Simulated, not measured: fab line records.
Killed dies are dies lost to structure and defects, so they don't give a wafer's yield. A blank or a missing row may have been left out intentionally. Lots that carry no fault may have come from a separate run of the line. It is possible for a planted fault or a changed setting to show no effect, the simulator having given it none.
Which tool is to blame? ; flow gf180mcu ; 36 wafers sampled from 12 lots at 1 step of a route of 602

WHAT THE GAUGES READ, wafer by wafer
GF_HV_LDD_OVL_MEAS_08.
lot;measured;on;HV_LDD_OVL (nm)
L076;day 10 17:45;overlay-01;1.1 -0.1 1.3
L075;day 10 23:56;overlay-01;0.2 0.6 0.7
L079;day 11 16:11;overlay-01;1.6 2.3 0.8
L081;day 12 04:52;overlay-01;0.0 -0.3 -1.3
L083;day 12 19:42;overlay-02;1.5 0.0 0.6
L085;day 13 06:32;overlay-01;1.7 3.0 2.8
L087;day 14 06:40;overlay-01;2.4 1.8 2.9
L089;day 14 14:15;overlay-01;2.0 2.0 2.1
L091;day 15 08:39;overlay-02;-0.4 -0.9 -2.0
L093;day 15 21:36;overlay-02;-0.2 -1.4 -1.5
L095;day 16 07:30;overlay-02;2.7 -0.1 0.9
L097;day 16 23:14;overlay-02;-1.3 0.4 0.3

WHAT TOOL EACH LOT RAN ON (gives the tool, then ch and the chambers of the sampled wafers, and finally the start)
The record holds no process step before these readings.

THE ANSWER, worked out from the rows above alone
Rule: what is usual is taken from the lots themselves. Put in order of their means at a reading, lots are off if they are a third of the lots or fewer, leave a main group of 4 or more, and stand apart from it by a gap of 3 or more times the standard deviation of the main group's means; of several such gaps the widest counts. A main group whose means are all the same, to the digits that the tables above print for the reading, isn't used. Also off: a lot with no number at a reading for which 4 or more lots have one. The other lots that the step has rows for count as sound.
Nothing can be told from this: no lot is off at any reading shown.

WHAT WAS PUT IN BY THE SIMULATOR
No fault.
